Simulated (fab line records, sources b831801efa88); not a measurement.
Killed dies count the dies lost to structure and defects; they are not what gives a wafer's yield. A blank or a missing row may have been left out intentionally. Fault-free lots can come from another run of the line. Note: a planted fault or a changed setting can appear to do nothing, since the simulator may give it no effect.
Struck lot and sound lot, side by side    flow sky130    14 steps out of a route of 708
Sound: wafers L947.1, L947.4, L947.6. The struck wafers were L956.2, L956.3, L956.4. Last of all comes the cause.
Order at every step that has rows: each side's tool, ch and its chambers, its first start. Under that, the readings that differ: sound wafers    struck wafers    difference of the means    sigmas: that difference in standard deviations of wafers without a fault.
alike: words and numbers the same on both sides, and readings whose means are apart by under 2 such deviations; not compared: readings that were withheld, readings missing a value for some wafer, numbers with overlapping values and no deviation given by the record, and bounds like >300 which may hide the same value.
Wherever a step has rows on one side only, a row that says differs or no value, or a row with sigmas, the two part there. Numbers that don't overlap but have no deviation are shown without sigmas and don't part them. A reading missing from all wafers of one side parts the sides only when that side holds two or more wafers.

first, 1 step without rows for these wafers: SKY_VT_ADJUST_HVTR_DEVELOP_06 (develop time 60 s).
SKY_VT_ADJUST_HVTR_CD_MEAS_07: the cd target is 380 nm.
  struck on cd-sem-02, day 13 00:47; sound on cd-sem-01, day 10 07:07
  alike: cd-nm
SKY_VT_ADJUST_HVTR_OVL_MEAS_08:
  struck on overlay-01, day 13 00:53; sound on overlay-01, day 10 07:14
  alike: VT_ADJUST_HVTR_OVL
then, 1 step without rows for these wafers: SKY_VT_ADJUST_HVTR_IMPLANT_09.
SKY_VT_ADJUST_HVTR_STRIP_10: strips in O2/N2.
  sound on plasma-asher-03 ch 0, day 10 07:25; struck on plasma-asher-02 ch 0,1, day 13 01:04
  alike: drypump-motor-current-A, oes-product-au, strip-time-to-endpoint-s
  not compared: rf-hours-counter-h
SKY_VT_ADJUST_HVTR_TW_MEAS_11:
  struck on film-metro-03, day 13 01:11; sound on film-metro-01, day 10 07:31
  alike: VT_ADJUST_HVTR_TW
then, 6 steps without rows for these wafers: SKY_VT_ADJUST_PCH_DEHYDRATE_00 (time 60 s); SKY_VT_ADJUST_PCH_HMDS_01 (prime time 60 s); SKY_VT_ADJUST_PCH_COAT_02 (resist thk 3000 nm); SKY_VT_ADJUST_PCH_SOFTBAKE_03; SKY_VT_ADJUST_PCH_EXPOSE_04 (exposes mask NWM, target cd 840 nm); SKY_VT_ADJUST_PCH_PEB_05.
SKY_VT_ADJUST_PCH_DEVELOP_06: develop time 60 s.
  struck on litho-track-04, day 14 03:00; sound on litho-track-04 ch 0, day 11 06:00
  no value came back on the struck wafers for chill-plate-temp-C (C), develop-time-s (s); on the sound wafers chill-plate-temp-C (C) reads 22.92 23.09 22.99
SKY_VT_ADJUST_PCH_OVL_MEAS_07:
  struck on overlay-02, day 14 03:30; sound on overlay-01, day 11 06:11
reading                 sound           struck  difference                     sigmas
VT_ADJUST_PCH_OVL (nm)  -2.9 -0.5 -2.6  - - -   no value on the struck wafers  

WHERE THEY PART
Earliest at SKY_VT_ADJUST_PCH_DEVELOP_06; latest, in this record, at SKY_VT_ADJUST_PCH_OVL_MEAS_07.

WHY: whatever the simulator had introduced
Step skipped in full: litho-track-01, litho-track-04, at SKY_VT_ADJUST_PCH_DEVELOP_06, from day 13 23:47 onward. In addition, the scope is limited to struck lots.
